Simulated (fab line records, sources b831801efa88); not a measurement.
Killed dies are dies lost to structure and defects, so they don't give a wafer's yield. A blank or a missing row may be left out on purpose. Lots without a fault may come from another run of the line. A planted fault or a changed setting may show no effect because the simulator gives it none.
Chamber matching | flow sky130 | SKY_FIELD_ISO_ETCH_17 on rie_si-02: 4 sister chambers
The step etches Si in HBr/Cl2/O2, target depth 342 nm, time 97.7 s. 8 wafers are shown with their chamber, then 8 later ones without.

WAFERS WITH THEIR CHAMBER
wafer  | chamber | drypump_motor_current_A (A) | O2_flow_sccm (sccm)
L809.4 | 2       | 5.9                         | 5.981
L810.1 | 2       | 5.9                         | 6.006
L811.1 | 3       | 5.2                         | 5.964
L811.6 | 1       | 5.9                         | 5.996
L813.1 | 1       | 6.0                         | 5.994
L813.3 | 0       | 6.0                         | 6.021
L813.6 | 0       | 6.1                         | 6.002
L821.1 | 3       | 5.3                         | 5.989

WAFERS WITHOUT THEIR CHAMBER
wafer  | drypump_motor_current_A (A) | O2_flow_sccm (sccm)
L821.3 | 5.9                         | 5.997
L821.4 | 5.9                         | 5.987
L823.1 | 6.0                         | 6.004
L823.4 | 5.3                         | 5.998
L823.6 | 6.0                         | 6.014
L826.1 | 5.3                         | 6.044
L826.3 | 6.1                         | 5.988
L826.5 | 5.9                         | 5.993

WHICH CHAMBER EACH WENT THROUGH
wafer  | from the rows above          | in truth
L821.3 | can't be placed: 2 or 1      | 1
L821.4 | can't be placed: 2 or 1      | 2
L823.1 | can't be placed: 0 or 1 or 2 | 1
L823.4 | 3                            | 3
L823.6 | can't be placed: 0 or 1 or 2 | 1
L826.1 | 3                            | 3
L826.3 | can't be placed: 0 or 1 or 2 | 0
L826.5 | can't be placed: 2 or 1      | 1
Placed correctly: 2 of 8. Can't be placed from these rows: 6 (the true chamber is among the candidates in 6). Placed wrongly: 0.
How it was worked out, from the rows above alone: a wafer's distance from a chamber is the root of the sum, over the readings, of the square of ((its reading less the chamber's mean) divided by the reading's scatter). The wafer belongs to the nearest chamber; if the next one is less than 2 further off, it can't be placed. A chamber's mean is the mean of its shown wafers. The scatter: the root of (the sum of the squares of (reading less its chamber's mean) over the shown wafers, divided by (wafers less chambers)).
